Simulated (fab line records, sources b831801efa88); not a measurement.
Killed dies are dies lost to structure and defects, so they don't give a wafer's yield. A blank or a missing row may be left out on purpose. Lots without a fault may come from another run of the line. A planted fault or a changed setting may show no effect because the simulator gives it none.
fab line records | flow gf180mcu
record lots=5 wafers=15 last_day=33
route steps=602 shown M2@372 V2@382 M3@409
lots that met no fault: from a run of the same line without faults
start_h: hours from the record's first day to the start of the lot's first wafer shown | wait_h: hours since the lot's step before | " the same as in the row above | L1.1+2: a row that stands for several wafers | - no value, or no start given | * or withheld: withheld | < > ~ a bound
route shown NAME@n: a module of which the file shows steps, and the number in the route of the first | usual: mean/standard deviation of fault-free wafers | same: alike in all rows | chamber/n: place in a boat | sites: the reading at each site | _std_site: their standard deviation | _edge_site: outer sites' mean less inner sites' | radius_mm: how far each site lies from the wafer's centre | mask NAME#n: copy n | behind: the tool/chamber that last shaped the wafer | hold: why the lot was held/for how many hours/how that ended | device: the transistor (n, p or np) that didn't switch | end of line: the same wafers' tests at the end of the route | a step without rows: its recipe alone | killed: dies lost to structure and defects at the first sort, not the wafer's yield | map: a wafer's dies, x killed, . not, _ none there
set.NAME: the setting as run; set.NAME@STEP: as run at that earlier step | model.NAME: the simulator's own value behind a step, which no gauge read
lots at some steps of the route; a table a step, a row a wafer
services: from which hour (start_h, from the record's first day; less than 0 if before it) a tool's chamber was out of use, for how many hours, and why
## steps
# step GF_M2_SOFTBAKE_10
# recipe temp_c=130 time_s=60 resist=KrF
# columns lot.wafer tool chamber start_h wait_h
L080.2+4+6 litho_track-04 0 487.21 0.1
L082.1+2+4 litho_track-02 0 501.79 0.1
L084.3+4+6 litho_track-02 0 521.64 0.1
L088.1+3+6 litho_track-04 0 555.83 0.1
L092.1+2+5 litho_track-02 0 585.44 0.1
# step GF_M2_EXPOSE_11
# recipe mask_id=Metal2 target_cd_nm=280 na=0.68 source_shape=conventional sigma_outer=0.6 dose_mj=28
# usual stage_vel_mm_s=499.95/0.23
# columns lot.wafer tool chamber start_h wait_h mask stage_vel_mm_s
L080.2 krf_scanner-01 0 - - Metal2#0 500.12
L080.4 " 0 " " Metal2#0 499.76
L080.6 " 0 " " Metal2#0 499.75
L082.1 krf_scanner-01 0 - - Metal2#0 500.07
L082.2 " 0 " " Metal2#0 499.89
L082.4 " 0 " " Metal2#0 499.93
L084.3 krf_scanner-02 0 - - Metal2#0 500.39
L084.4 " 0 " " Metal2#0 500.21
L084.6 " 0 " " Metal2#0 500.43
L088.1 krf_scanner-01 0 - - Metal2#0 499.86
L088.3 " 0 " " Metal2#0 500.29
L088.6 " 0 " " Metal2#0 500.02
L092.1 krf_scanner-01 0 - - Metal2#0 500.03
L092.2 " 0 " " Metal2#0 500.24
L092.5 " 0 " " Metal2#0 500.15
# step GF_M2_PEB_12
# recipe peb_temp_c=135 peb_time_s=90 resist=KrF
# columns lot.wafer tool chamber start_h wait_h
L080.2+4+6 litho_track-01 0 - -
L082.1+2+4 litho_track-01 0 - -
L084.3+4+6 litho_track-02 0 - -
L088.1+3+6 litho_track-02 0 - -
L092.1+2+5 litho_track-04 0 - -
# step GF_M2_DEVELOP_13
# recipe develop_time_s=60 dev_temp_c=21
# columns lot.wafer tool chamber start_h wait_h
L080.2+4+6 litho_track-01 0 499.30 0.2
L082.1+2+4 litho_track-01 0 513.47 0.2
L084.3+4+6 litho_track-02 0 532.54 0.1
L088.1+3+6 litho_track-02 0 566.64 0.2
L092.1+2+5 litho_track-04 0 596.08 0.2
# step GF_M2_CD_MEAS_14
# recipe target_cd_nm=280
# usual cd_nm=279.9/1.5
# columns lot.wafer tool chamber start_h wait_h cd_nm
L080.2 cd_sem-02 - 499.44 0.1 281.6
L080.4 " - " " 283.0
L080.6 " - " " 281.5
L082.1 cd_sem-02 - 513.62 0.1 280.2
L082.2 " - " " 280.1
L082.4 " - " " 280.5
L084.3 cd_sem-02 - 532.68 0.1 279.0
L084.4 " - " " 278.8
L084.6 " - " " 277.1
L088.1 cd_sem-01 - 566.79 0.1 281.0
L088.3 " - " " 281.9
L088.6 " - " " 281.6
L092.1 cd_sem-01 - 596.23 0.1 280.4
L092.2 " - " " 279.7
L092.5 " - " " 278.6
# step GF_M2_OVL_MEAS_15
# usual M2_OVL=0/5.8
# columns lot.wafer tool chamber start_h wait_h M2_OVL[nm]
L080.2 overlay-02 - 499.55 0.1 14
L080.4 " - " " 10
L080.6 " - " " 9
L082.1 overlay-02 - 513.74 0.1 3
L082.2 " - " " 4
L082.4 " - " " 10
L084.3 overlay-01 - 532.77 0.1 3
L084.4 " - " " 4
L084.6 " - " " 11
L088.1 overlay-01 - 566.91 0.1 9
L088.3 " - " " 1
L088.6 " - " " -8
L092.1 overlay-01 - 596.35 0.1 0
L092.2 " - " " 9
L092.5 " - " " 5
# step GF_M2_METAL_ETCH_16
# recipe chemistry=Cl2/BCl3 mask_material=KrF target_depth_nm=627.5 stop_on=SiO2 pressure_mtorr=8 icp_w=800 bias_w=140 Cl2_flow_sccm=80 bcl3_flow_sccm=40 time_s=104.6
# usual drypump_motor_current_A=5.86/0.18 oes_product_au=0.969/0.0064 throttle_valve_pct=28.253/0.0095
# columns lot.wafer tool chamber start_h wait_h drypump_motor_current_A oes_product_au rf_hours_counter_h throttle_valve_pct
L080.2 rie_metal-04 1 499.58 0.0 6.06 0.983 10 28.229
L080.4 " 0 " " 6.01 0.972 - 28.249
L080.6 " 1 " " 6.05 0.966 - 28.246
L082.1 rie_metal-03 0 513.78 0.0 5.99 0.970 5 28.254
L082.2 " 1 " " 6.03 0.971 2 28.248
L082.4 " 1 " " 6.02 0.965 - 28.258
L084.3 rie_metal-04 0 532.83 0.1 5.98 0.968 - 28.255
L084.4 " 1 " " 6.06 0.959 - 28.257
L084.6 " 0 " " 5.99 0.985 - 28.238
L088.1 rie_metal-02 1 566.95 0.0 5.58 0.970 4 28.257
L088.3 " 0 " " 5.81 0.961 - 28.261
L088.6 " 1 " " 5.58 0.962 - 28.259
L092.1 rie_metal-04 0 596.39 0.0 6.02 0.973 10 28.243
L092.2 " 0 " " 6.02 0.975 - 28.259
L092.5 " 0 " " 6.02 0.970 - 28.258
# step GF_M2_STRIP_17
# recipe chemistry=O2/N2 power_w=1400 pressure_mtorr=1500 platen_temp_c=250 o2_flow_sccm=3000 n2_flow_sccm=300 overash_fraction=0.5
# usual drypump_motor_current_A=5.8/0.46 heater_power_w=340/20 oes_product_au=0.558/0.0058 strip_time_to_endpoint_s=7.86/0.059
# columns lot.wafer tool chamber start_h wait_h drypump_motor_current_A heater_power_w oes_product_au rf_hours_counter_h strip_time_to_endpoint_s
L080.2 plasma_asher-02 0 499.69 0.1 6.6 340 0.566 8 7.87
L080.4 " 1 " " 5.6 382 0.560 - 7.93
L080.6 " 0 " " 6.6 334 0.553 - 7.80
L082.1 plasma_asher-04 1 513.89 0.1 5.4 348 0.552 41 7.80
L082.2 " 0 " " 5.7 341 0.555 41 7.81
L082.4 " 1 " " 5.4 346 0.538 - 7.78
L084.3 plasma_asher-02 1 532.94 0.1 5.6 383 0.563 - 7.89
L084.4 " 0 " " 6.6 342 0.559 - 7.84
L084.6 " 0 " " 6.6 333 0.558 - 7.81
L088.1 plasma_asher-03 0 567.06 0.1 5.2 331 0.552 92 7.87
L088.3 " 0 " " 5.2 328 0.567 - 7.99
L088.6 " 1 " " 6.0 310 0.559 - 7.85
L092.1 plasma_asher-04 1 596.61 0.2 5.4 358 0.558 50 7.88
L092.2 " 0 " " 5.7 333 0.551 50 7.90
L092.5 " 1 " " 5.4 352 0.557 - 7.87
# step GF_M2_STRIP_18
# recipe chemistry=post_etch_residue_remover time_s=1200 temp_c=72.5
# columns lot.wafer tool chamber start_h wait_h
L080.2+4+6 wet_bench-01 2 499.79 0.1
L082.1+2+4 wet_bench-03 1 513.99 0.1
L084.3+4+6 wet_bench-03 0 533.01 0.0
L088.1+3+6 wet_bench-03 0 567.16 0.1
L092.1+2+5 wet_bench-02 3 596.71 0.1
# step GF_M2_CLEAN_19
# recipe chemistry=DIW dry=n2_spin
# columns lot.wafer tool chamber start_h wait_h
L080.2+4+6 wet_bench-02 2 500.13 0.0
L082.1+2+4 wet_bench-01 0 514.33 0.0
L084.3+4+6 wet_bench-01 3 533.35 0.0
L088.1+3+6 wet_bench-02 3 567.50 0.0
L092.1+2+5 wet_bench-01 0 597.05 0.0
# step GF_V2_CVD_00
# recipe material=SiO2 target_thk_nm=600 sigma_open_frac=0.3 temp_c=400 time_s=100 sih4_flow_sccm=60 pressure_mtorr=6
# usual sih4_flow_sccm=59.99/0.16
# columns lot.wafer tool chamber start_h wait_h sih4_flow_sccm
L080.2 hdpcvd-02 2 500.23 0.0 60.26
L080.4 " 0 " " 60.06
L080.6 " 2 " " 60.24
L082.1 hdpcvd-01 1 514.42 0.0 59.97
L082.2 " 2 " " 59.81
L082.4 " 2 " " 60.09
L084.3 hdpcvd-02 1 533.44 0.0 60.04
L084.4 " 2 " " 59.97
L084.6 " 0 " " 60.10
L088.1 hdpcvd-01 2 567.59 0.0 59.73
L088.3 " 2 " " 59.65
L088.6 " 1 " " 59.92
L092.1 hdpcvd-02 1 597.15 0.0 60.07
L092.2 " 0 " " 60.25
L092.5 " 0 " " 60.12
# step GF_V2_THK_MEAS_01
# recipe reads=SiO2_of_V2_CVD_00
# usual V2_CVD_00_THK=601/8.5
# columns lot.wafer tool chamber start_h wait_h V2_CVD_00_THK[nm]
L080.2 film_metro-02 - 500.31 0.0 598
L080.4 " - " " 610
L080.6 " - " " 594
L082.1 film_metro-04 - 514.49 0.0 602
L082.2 " - " " 607
L082.4 " - " " 608
L084.3 film_metro-01 - 533.53 0.1 596
L084.4 " - " " 612
L084.6 " - " " 613
L088.1 film_metro-01 - 567.70 0.1 612
L088.3 " - " " 609
L088.6 " - " " 608
L092.1 film_metro-02 - 597.22 0.0 584
L092.2 " - " " 596
L092.5 " - " " 597
# step GF_V2_CVD_02
# recipe material=SiO2 target_thk_nm=850 precursor=TEOS temp_c=400 time_s=94.851 rf_w=600
# usual heater_power_w=655/70
# columns lot.wafer tool chamber start_h wait_h heater_power_w since_wet_clean_h
L080.2 pecvd-02 2 500.36 0.0 766 742
L080.4 " 0 " " 564 -
L080.6 " 2 " " 642 -
L082.1 pecvd-04 2 514.55 0.1 741 548
L082.2 " 0 " " 699 548
L082.4 " 2 " " 604 -
L084.3 pecvd-04 1 533.57 0.0 558 567
L084.4 " 1 " " 597 -
L084.6 " 2 " " 698 -
L088.1 pecvd-02 2 567.76 0.1 783 809
L088.3 " 1 " " 696 809
L088.6 " 1 " " 770 -
L092.1 pecvd-03 0 597.28 0.1 616 214
L092.2 " 1 " " 588 214
L092.5 " 2 " " 670 -
# step GF_V2_THK_MEAS_03
# recipe reads=SiO2_of_V2_CVD_02
# usual V2_CVD_02_THK=848/11
# columns lot.wafer tool chamber start_h wait_h V2_CVD_02_THK[nm]
L080.2 film_metro-01 - 500.44 0.0 852
L080.4 " - " " 840
L080.6 " - " " 862
L082.1 film_metro-02 - 514.62 0.0 850
L082.2 " - " " 849
L082.4 " - " " 866
L084.3 film_metro-04 - 533.66 0.1 839
L084.4 " - " " 863
L084.6 " - " " 869
L088.1 film_metro-04 - 567.83 0.0 840
L088.3 " - " " 821
L088.6 " - " " 835
L092.1 film_metro-02 - 597.35 0.0 852
L092.2 " - " " 852
L092.5 " - " " 866
# step GF_V2_CMP_04
# recipe material=SiO2 down_force_psi=4 platen_rpm=60 pad_velocity_m_s=0.94248
# usual motor_current_A=11.9/1.5 retaining_ring_pressure_frac=0.999/0.0049 time_to_endpoint_s=79/5.9
# columns lot.wafer tool chamber start_h wait_h motor_current_A retaining_ring_pressure_frac time_to_endpoint_s
L080.4 cmp-01 3 500.49 0.0 10.5 1.005 77
L080.2 " 2 " " 11.3 0.992 79
L080.6 " 0 " " 14.2 1.005 82
L082.2 cmp-01 3 514.73 0.1 10.0 1.011 78
L082.1 " 0 " " 13.9 0.993 83
L082.4 " 1 " " 11.0 1.000 96
L084.3 cmp-02 0 533.75 0.1 11.2 0.994 72
L084.4 " 2 " " 13.8 0.994 84
L084.6 " 0 " " 11.9 0.993 83
L088.3 cmp-02 0 567.99 0.1 11.7 1.001 66
L088.1 " 1 " " 11.5 0.995 80
L088.6 " 2 " " 14.6 1.007 76
L092.1 cmp-02 2 597.41 0.1 14.7 1.002 82
L092.2 " 3 " " 11.9 0.997 80
L092.5 " 2 " " 13.8 0.998 89
# step GF_V2_BOW_MEAS_05
# recipe mode=bow
# usual V2_BOW=101/7.9
# columns lot.wafer tool chamber start_h wait_h V2_BOW[um]
L080.2 film_metro-02 - 500.81 0.1 99
L080.4 " - " " 111
L080.6 " - " " 105
L082.1 film_metro-01 - 514.98 0.1 99
L082.2 " - " " 103
L082.4 " - " " 101
L084.3 film_metro-01 - 534.04 0.2 111
L084.4 " - " " 111
L084.6 " - " " 101
L088.1 film_metro-01 - 568.19 0.1 109
L088.3 " - " " 99
L088.6 " - " " 107
L092.1 film_metro-01 - 597.71 0.2 95
L092.2 " - " " 98
L092.5 " - " " 87
# step GF_V2_DEHYDRATE_06
# recipe temp_c=200 time_s=60
# columns lot.wafer tool chamber start_h wait_h
L080.2+4+6 litho_track-02 0 511.97 11.1
L082.1+2+4 litho_track-04 0 525.63 10.6
L084.3+4+6 litho_track-04 0 544.63 10.6
L088.1+3+6 litho_track-04 0 578.28 10.1
L092.1+2+5 litho_track-04 0 607.48 9.7
# step GF_V2_HMDS_07
# recipe prime_time_s=60 prime_temp_c=120
# columns lot.wafer tool chamber start_h wait_h
L080.2+4+6 litho_track-02 0 512.12 0.1
L082.1+2+4 litho_track-04 0 525.78 0.1
L084.3+4+6 litho_track-04 0 544.78 0.1
L088.1+3+6 litho_track-04 0 578.43 0.1
L092.1+2+5 litho_track-04 0 607.63 0.1
# step GF_V2_COAT_08
# recipe resist=BARC temp_c=withheld time_s=withheld spin_rpm=withheld resist_thk_nm=withheld
# columns lot.wafer tool chamber start_h wait_h
L080.2+4+6 litho_track-02 0 512.27 0.1
L082.1+2+4 litho_track-04 0 525.93 0.1
L084.3+4+6 litho_track-04 0 544.93 0.1
L088.1+3+6 litho_track-04 0 578.58 0.1
L092.1+2+5 litho_track-04 0 607.78 0.1
# step GF_V2_COAT_09
# recipe resist=KrF spin_rpm=withheld resist_thk_nm=1000
# columns lot.wafer tool chamber start_h wait_h
L080.2+4+6 litho_track-02 0 - -
L082.1+2+4 litho_track-04 0 - -
L084.3+4+6 litho_track-04 0 - -
L088.1+3+6 litho_track-04 0 - -
L092.1+2+5 litho_track-04 0 - -
# step GF_V2_SOFTBAKE_10
# recipe temp_c=130 time_s=60 resist=KrF
# columns lot.wafer tool chamber start_h wait_h
L080.2+4+6 litho_track-02 0 - -
L082.1+2+4 litho_track-04 0 - -
L084.3+4+6 litho_track-04 0 - -
L088.1+3+6 litho_track-04 0 - -
L092.1+2+5 litho_track-04 0 - -
# step GF_V2_EXPOSE_11
# recipe mask_id=Via2 target_cd_nm=260 na=0.68 source_shape=conventional sigma_outer=0.6 dose_mj=38
# usual stage_vel_mm_s=499.95/0.24
# columns lot.wafer tool chamber start_h wait_h mask stage_vel_mm_s
L080.2 krf_scanner-02 0 - - Via2#0 499.92
L080.4 " 0 " " Via2#0 499.79
L080.6 " 0 " " Via2#0 499.76
L082.1 krf_scanner-02 0 - - Via2#0 499.70
L082.2 " 0 " " Via2#0 499.92
L082.4 " 0 " " Via2#0 500.03
L084.3 krf_scanner-02 0 - - Via2#0 499.91
L084.4 " 0 " " Via2#0 499.99
L084.6 " 0 " " Via2#0 499.90
L088.1 krf_scanner-01 0 - - Via2#0 500.24
L088.3 " 0 " " Via2#0 500.66
L088.6 " 0 " " Via2#0 500.05
L092.1 krf_scanner-02 0 - - Via2#0 499.81
L092.2 " 0 " " Via2#0 500.23
L092.5 " 0 " " Via2#0 499.99
# step GF_V2_PEB_12
# recipe peb_temp_c=135 peb_time_s=90 resist=KrF
# columns lot.wafer tool chamber start_h wait_h
L080.2+4+6 litho_track-02 0 - -
L082.1+2+4 litho_track-04 0 - -
L084.3+4+6 litho_track-03 0 - -
L088.1+3+6 litho_track-04 0 - -
L092.1+2+5 litho_track-03 0 - -
# step GF_V2_DEVELOP_13
# recipe develop_time_s=60 resist=KrF dev_temp_c=21
# columns lot.wafer tool chamber start_h wait_h
L080.2+4+6 litho_track-02 0 524.42 0.2
L082.1+2+4 litho_track-04 0 537.18 0.2
L084.3+4+6 litho_track-03 0 556.20 0.1
L088.1+3+6 litho_track-04 0 589.53 0.2
L092.1+2+5 litho_track-03 0 617.95 0.2
# step GF_V2_CD_MEAS_14
# recipe target_cd_nm=260
# usual cd_nm=260.0/1.1
# columns lot.wafer tool chamber start_h wait_h cd_nm
L080.2 cd_sem-02 - 524.61 0.2 259.7
L080.4 " - " " 260.4
L080.6 " - " " 259.1
L082.1 cd_sem-02 - 537.33 0.1 259.4
L082.2 " - " " 258.9
L082.4 " - " " 259.1
L084.3 cd_sem-02 - 556.34 0.1 258.3
L084.4 " - " " 258.8
L084.6 " - " " 257.9
L088.1 cd_sem-02 - 589.68 0.1 260.8
L088.3 " - " " 260.1
L088.6 " - " " 260.7
L092.1 cd_sem-01 - 618.10 0.1 261.1
L092.2 " - " " 260.8
L092.5 " - " " 261.6
# step GF_V2_OVL_MEAS_15
# usual V2_OVL=1/4.4
# columns lot.wafer tool chamber start_h wait_h V2_OVL[nm]
L080.2 overlay-01 - 524.72 0.1 -2
L080.4 " - " " -2
L080.6 " - " " -4
L082.1 overlay-02 - 537.45 0.1 6
L082.2 " - " " 7
L082.4 " - " " 1
L084.3 overlay-02 - 556.43 0.1 7
L084.4 " - " " -2
L084.6 " - " " 0
L088.1 overlay-02 - 589.80 0.1 1
L088.3 " - " " -5
L088.6 " - " " -2
L092.1 overlay-02 - 618.22 0.1 8
L092.2 " - " " 8
L092.5 " - " " 4
# step GF_V2_ETCH_16
# recipe chemistry=N2/H2 target_depth_a=withheld overetch_a=withheld time_s=withheld target=BARC ion_energy_ev=200 source_w=500 bias_w=100 pressure_mtorr=30 n2_flow_sccm=100 h2_flow_sccm=200
# usual drypump_motor_current_A=5.5/0.55 oes_product_au=0.855/0.0047 throttle_valve_pct=13.225/0.0082
# columns lot.wafer tool chamber start_h wait_h drypump_motor_current_A oes_product_au throttle_valve_pct
L080.2 rie_diel-04 3 524.75 0.0 5.3 0.847 13.237
L080.4 " 1 " " 5.7 0.858 13.228
L080.6 " 3 " " 5.3 0.852 13.212
L082.1 rie_diel-04 1 537.49 0.0 5.7 0.855 13.214
L082.2 " 3 " " 5.3 0.852 13.216
L082.4 " 0 " " 4.8 0.859 13.234
L084.3 rie_diel-02 3 556.46 0.0 5.1 0.864 13.222
L084.4 " 1 " " 5.3 0.854 13.233
L084.6 " 1 " " 5.4 0.853 13.230
L088.1 rie_diel-04 3 589.84 0.0 5.3 0.853 13.242
L088.3 " 0 " " 4.8 0.845 13.210
L088.6 " 1 " " 5.7 0.854 13.219
L092.1 rie_diel-04 0 618.26 0.0 4.8 0.854 13.222
L092.2 " 3 " " 5.3 0.854 13.230
L092.5 " 1 " " 5.7 0.856 13.218
# step GF_V2_ETCH_17
# recipe chemistry=C4F8/O2/Ar mask_material=KrF target=SiO2 stop_on=TiN source_w=1500 bias_w=1200 pressure_mtorr=40 c4f8_flow_sccm=withheld O2_flow_sccm=6 Ar_flow_sccm=300 time_s=withheld target_depth_a=6300
# usual oes_product_au=0.857/0.0047
# columns lot.wafer tool chamber start_h wait_h oes_product_au
L080.2 rie_diel-04 3 - - 0.861
L080.4 " 1 " " 0.859
L080.6 " 3 " " 0.850
L082.1 rie_diel-04 1 - - 0.858
L082.2 " 3 " " 0.853
L082.4 " 0 " " 0.861
L084.3 rie_diel-02 3 - - 0.854
L084.4 " 1 " " 0.867
L084.6 " 1 " " 0.855
L088.1 rie_diel-04 3 - - 0.857
L088.3 " 0 " " 0.857
L088.6 " 1 " " 0.853
L092.1 rie_diel-04 0 - - 0.860
L092.2 " 3 " " 0.853
L092.5 " 1 " " 0.855
# step GF_V2_STRIP_18
# recipe chemistry=O2/N2 power_w=1400 pressure_mtorr=1500 platen_temp_c=250 o2_flow_sccm=3000 n2_flow_sccm=300 overash_fraction=0.5
# usual drypump_motor_current_A=5.5/0.32 heater_power_w=326/14 oes_product_au=0.592/0.0044
# columns lot.wafer tool chamber start_h wait_h drypump_motor_current_A heater_power_w oes_product_au rf_hours_counter_h
L080.2 plasma_asher-03 1 524.87 - 6.0 309 0.593 87
L080.4 " 1 " " 6.0 315 0.587 -
L080.6 " 1 " " 6.0 313 0.598 -
L082.1 plasma_asher-03 1 537.62 - 6.0 310 0.596 89
L082.2 " 0 " " 5.2 324 0.584 89
L082.4 " 1 " " 6.0 301 0.597 -
L084.3 plasma_asher-03 0 556.62 - 5.2 318 0.588 -
L084.4 " 1 " " 6.0 312 0.600 -
L084.6 " 1 " " 6.0 314 0.595 -
L088.1 plasma_asher-04 1 589.96 - 5.4 351 0.584 49
L088.3 " 0 " " 5.7 323 0.593 -
L088.6 " 0 " " 5.7 329 0.587 -
L092.1 plasma_asher-01 1 618.39 - 5.1 341 0.588 85
L092.2 " 0 " " 5.7 311 0.595 85
L092.5 " 0 " " 5.7 314 0.591 -
# step GF_V2_STRIP_19
# recipe chemistry=post_etch_residue_remover time_s=1200 temp_c=72.5
# columns lot.wafer tool chamber start_h wait_h
L080.2+4+6 wet_bench-04 3 524.97 0.1
L082.1+2+4 wet_bench-02 3 537.72 0.1
L084.3+4+6 wet_bench-03 3 556.69 0.0
L088.1+3+6 wet_bench-03 3 590.06 0.1
L092.1+2+5 wet_bench-02 1 618.49 0.1
# step GF_V2_CLEAN_20
# recipe chemistry=DIW dry=n2_spin
# columns lot.wafer tool chamber start_h wait_h
L080.2+4+6 wet_bench-02 0 525.32 0.0
L082.1+2+4 wet_bench-03 3 538.09 0.0
L084.3+4+6 wet_bench-02 1 557.06 0.0
L088.1+3+6 wet_bench-02 0 590.41 0.0
L092.1+2+5 wet_bench-03 2 618.83 0.0
# step GF_V2_SPUTTER_21
# recipe material=Ti target_thk_nm=15 chamber_pressure_pa=5 power_w=2500 substrate_temp_c=200 time_s=80.02
# usual throttle_valve_pct=29.9/0.78
# columns lot.wafer tool chamber start_h wait_h throttle_valve_pct
L080.2 pvd_sputter-04 - 525.41 0.0 28.4
L080.4 " - " " 31.2
L080.6 " - " " 28.5
L082.1 pvd_sputter-04 - 538.18 0.0 28.8
L082.2 " - " " 30.8
L082.4 " - " " 30.0
L084.3 pvd_sputter-02 - 557.15 0.0 30.0
L084.4 " - " " 29.8
L084.6 " - " " 29.9
L088.1 pvd_sputter-04 - 590.50 0.0 30.5
L088.3 " - " " 28.8
L088.6 " - " " 30.9
L092.1 pvd_sputter-04 - 618.92 0.0 30.5
L092.2 " - " " 30.7
L092.5 " - " " 30.7
# step GF_V2_SPUTTER_22
# recipe material=TiN target_thk_nm=10 chamber_pressure_pa=5 power_w=4000 time_s=40
# usual throttle_valve_pct=29.9/0.79
# columns lot.wafer tool chamber start_h wait_h throttle_valve_pct
L080.2 pvd_sputter-04 - 525.47 0.0 28.5
L080.4 " - " " 31.0
L080.6 " - " " 28.4
L082.1 pvd_sputter-04 - 538.24 0.0 28.7
L082.2 " - " " 30.8
L082.4 " - " " 30.3
L084.3 pvd_sputter-02 - 557.21 0.0 30.3
L084.4 " - " " 29.7
L084.6 " - " " 30.2
L088.1 pvd_sputter-04 - 590.56 0.0 30.1
L088.3 " - " " 28.7
L088.6 " - " " 30.8
L092.1 pvd_sputter-04 - 618.98 0.0 30.3
L092.2 " - " " 30.9
L092.5 " - " " 30.7
# step GF_V2_CVD_23
# recipe material=W target_thk_nm=350 time_s=104.94 temp_c=400 pressure_torr=40
# usual heater_power_w=827/69
# columns lot.wafer tool chamber start_h wait_h heater_power_w since_wet_clean_h
L080.2 cvd_w-02 1 525.51 0.0 720 621
L080.4 " 1 " " 728 -
L080.6 " 1 " " 749 -
L082.1 cvd_w-01 1 538.28 0.0 884 134
L082.2 " 0 " " 895 134
L082.4 " 0 " " 907 -
L084.3 cvd_w-02 0 557.29 0.1 855 -
L084.4 " 1 " " 728 -
L084.6 " 0 " " 867 -
L088.1 cvd_w-02 1 590.60 0.0 713 687
L088.3 " 1 " " 729 -
L088.6 " 1 " " 725 -
L092.1 cvd_w-01 1 619.02 0.0 866 215
L092.2 " 0 " " 884 215
L092.5 " 1 " " 848 -
# step GF_V2_RS_MEAS_24
# recipe thk_meas_gauge=four-point-probe reads=W_of_V2_CVD_23+TiN_of_V2_SPUTTER_22+Ti_of_V2_SPUTTER_21
# usual V2_W_RS=0.326/0.0046
# columns lot.wafer tool chamber start_h wait_h V2_W_RS[ohm/sq]
L080.2 film_metro-02 - 525.64 0.1 0.322
L080.4 " - " " 0.324
L080.6 " - " " 0.324
L082.1 film_metro-01 - 538.39 0.1 0.324
L082.2 " - " " 0.325
L082.4 " - " " 0.325
L084.3 film_metro-02 - 557.40 0.1 0.323
L084.4 " - " " 0.322
L084.6 " - " " 0.326
L088.1 film_metro-04 - 590.82 0.2 0.318
L088.3 " - " " 0.317
L088.6 " - " " 0.320
L092.1 film_metro-02 - 619.13 0.1 0.329
L092.2 " - " " 0.332
L092.5 " - " " 0.326
# step GF_V2_THK_MEAS_25
# recipe thk_meas_gauge=xrf reads=W_of_V2_CVD_23
# usual V2_W_THK=345/5.2
# columns lot.wafer tool chamber start_h wait_h V2_W_THK[nm]
L080.2 film_metro-02 - 525.75 0.1 349
L080.4 " - " " 347
L080.6 " - " " 347
L082.1 film_metro-01 - 538.51 0.1 350
L082.2 " - " " 348
L082.4 " - " " 350
L084.3 film_metro-02 - 557.50 0.1 348
L084.4 " - " " 349
L084.6 " - " " 347
L088.1 film_metro-04 - 590.94 0.1 350
L088.3 " - " " 354
L088.6 " - " " 349
L092.1 film_metro-02 - 619.25 0.1 340
L092.2 " - " " 338
L092.5 " - " " 345
# step GF_V2_CMP_26
# recipe stop_on=SiO2 down_force_psi=3.5 platen_rpm=60 t_overpolish_s=15 target_thk_nm=0 pad_velocity_m_s=0.94248
# usual motor_current_A=10.8/1.3 overpolish_run_s=15.001/0.0098 retaining_ring_pressure_frac=1.001/0.0047 time_to_endpoint_s=88/4.7
# columns lot.wafer tool chamber start_h wait_h motor_current_A overpolish_run_s retaining_ring_pressure_frac time_to_endpoint_s
L080.2 cmp-02 2 525.87 0.1 11.9 14.990 1.003 87
L080.4 " 1 " " 10.4 15.009 1.002 87
L080.6 " 3 " " 11.0 15.017 1.001 87
L082.1 cmp-01 1 538.57 0.1 10.0 15.009 0.997 99
L082.4 " 3 " " 9.8 15.023 1.000 88
L082.2 " 0 " " 13.2 14.995 1.004 89
L084.4 cmp-01 2 557.54 0.0 10.3 15.004 0.995 88
L084.3 " 3 " " 9.2 14.996 1.001 87
L084.6 " 3 " " 9.5 14.993 1.001 85
L088.1 cmp-02 0 591.19 0.2 10.4 14.997 0.991 91
L088.3 " 2 " " 12.5 15.006 1.001 92
L088.6 " 0 " " 10.5 14.993 0.996 88
L092.1 cmp-02 1 619.31 0.1 10.6 14.989 1.004 85
L092.2 " 3 " " 10.6 14.994 0.998 84
L092.5 " 2 " " 12.8 15.003 1.002 89
# step GF_M3_SPUTTER_00
# recipe material=Ti target_thk_nm=37.5 arriving_ion_energy_ev=80 substrate_temp_c=200 chamber_pressure_pa=2 power_w=4000 time_s=150
# usual throttle_valve_pct=29.7/0.77
# columns lot.wafer tool chamber start_h wait_h throttle_valve_pct
L080.2 pvd_sputter-04 - 526.17 0.2 29.9
L080.4 " - " " 30.3
L080.6 " - " " 29.9
L082.1 pvd_sputter-01 - 538.87 0.2 29.0
L082.2 " - " " 30.1
L082.4 " - " " 30.7
L084.3 pvd_sputter-01 - 557.84 0.2 28.9
L084.4 " - " " 28.9
L084.6 " - " " 30.6
L088.1 pvd_sputter-03 - 591.49 0.2 29.3
L088.3 " - " " 30.2
L088.6 " - " " 29.9
L092.1 pvd_sputter-01 - 619.61 0.2 30.8
L092.2 " - " " 28.8
L092.5 " - " " 29.0
# step GF_M3_SPUTTER_01
# recipe material=TiN target_thk_nm=30 power_w=6500 time_s=25 chamber_pressure_pa=0.4
# usual throttle_valve_pct=29.8/0.78
# columns lot.wafer tool chamber start_h wait_h throttle_valve_pct
L080.2 pvd_sputter-04 - 526.27 0.1 30.1
L080.4 " - " " 30.5
L080.6 " - " " 30.1
L082.1 pvd_sputter-01 - 538.97 0.1 28.9
L082.2 " - " " 30.2
L082.4 " - " " 30.7
L084.3 pvd_sputter-01 - 557.94 0.1 28.7
L084.4 " - " " 29.0
L084.6 " - " " 30.9
L088.1 pvd_sputter-03 - 591.59 0.1 29.4
L088.3 " - " " 30.2
L088.6 " - " " 30.0
L092.1 pvd_sputter-01 - 619.71 0.1 30.6
L092.2 " - " " 28.8
L092.5 " - " " 28.9
## services
# columns tool chamber start_h hours kind
krf_scanner-01 - 466.27 1.3 pm
rie_diel-04 - 467.16 0.5 repair
cmp-02 - 477.30 1.6 repair
rie_diel-04 0 490.47 8.3 repair
cmp-02 - 493.78 18.3 pm
cmp-02 - 514.74 4.8 pm
cmp-01 - 518.64 5.8 repair
krf_scanner-01 - 519.13 1.0 pm
cmp-02 - 520.85 0.9 repair
krf_scanner-01 - 526.18 29.7 repair
krf_scanner-01 - 528.38 0.3 repair
krf_scanner-01 - 537.50 3.5 repair
rie_diel-04 1 541.71 18.8 repair
krf_scanner-02 - 555.85 1.0 pm
krf_scanner-02 - 556.85 3.0 pm
krf_scanner-01 - 559.85 0.8 pm
cmp-02 - 560.05 0.8 repair
krf_scanner-02 - 560.60 0.8 pm
cmp-01 - 561.73 10.1 repair
cmp-01 - 566.52 0.3 repair
cmp-01 - 568.57 0.4 repair
cmp-02 - 572.27 4.0 pm
rie_diel-04 - 576.84 0.4 repair
krf_scanner-01 - 586.31 0.6 repair
## key
fault none
